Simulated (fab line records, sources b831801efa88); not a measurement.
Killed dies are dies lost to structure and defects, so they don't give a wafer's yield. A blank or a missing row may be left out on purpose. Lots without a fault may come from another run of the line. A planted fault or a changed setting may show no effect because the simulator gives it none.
One fault seen from 2 desks | flow sky130 | each desk has only its own numbers; what lay behind them comes last

THE TOOL OWNER'S DESK: pvd_sputter-04
The tool's own readings at SKY_VIA4_SPUTTER_17 (material TiN, target thk 20 nm, time 80 s): means of the sampled wafers that have a number, for each lot that ran on this tool. A lot is out of limits, marked OUT, if its mean lies more than 4 standard deviations from the usual mean; the brackets give that distance.
Columns: A = throttle_valve_pct at SKY_VIA4_SPUTTER_17, usual 30.2 %
lot  | first seen here | A
L299 | day 43 05:08    | 30.8
L300 | day 43 13:15    | 31.0
L303 | day 43 22:14    | 31.6
L302 | day 44 01:32    | 31.6
L305 | day 44 13:40    | 31.0
L304 | day 44 18:14    | 31.0
L306 | day 45 02:41    | 31.0
L310 | day 46 03:29    | 31.1
L314 | day 46 22:20    | 30.8
This desk's finding: nothing out of limits on any of the 9 lots.

THE METROLOGY DESK
What the gauges read, lot by lot, whatever tool the lot ran on: means of the sampled wafers that have a number. A lot is out of limits, marked OUT, if its mean lies more than 4 standard deviations from the usual mean; the brackets give that distance.
Columns: A = PASSIVATION_CVD_00_THK at SKY_PASSIVATION_THK_MEAS_01, usual 90.7 nm
lot  | first seen here | A
L298 | day 43 21:10    | 89.8
L299 | day 44 05:42    | 90.4
L300 | day 44 13:17    | 89.8
L303 | day 44 22:05    | 90.6
L302 | day 45 01:22    | 91.5
L305 | day 45 14:02    | 90.3
L304 | day 45 17:09    | 90.8
L306 | day 46 01:02    | 90.8
L310 | day 47 01:51    | 91.6
L314 | day 47 19:57    | 90.3
L317 | day 48 17:15    | 91.4
L321 | day 49 07:50    | 91.3
This desk's finding: nothing out of limits on any of the 12 lots.

PUT TOGETHER
The tool owner's desk saw nothing out of limits.
The metrology desk saw nothing out of limits.

WHAT THE SIMULATOR HAD PUT IN
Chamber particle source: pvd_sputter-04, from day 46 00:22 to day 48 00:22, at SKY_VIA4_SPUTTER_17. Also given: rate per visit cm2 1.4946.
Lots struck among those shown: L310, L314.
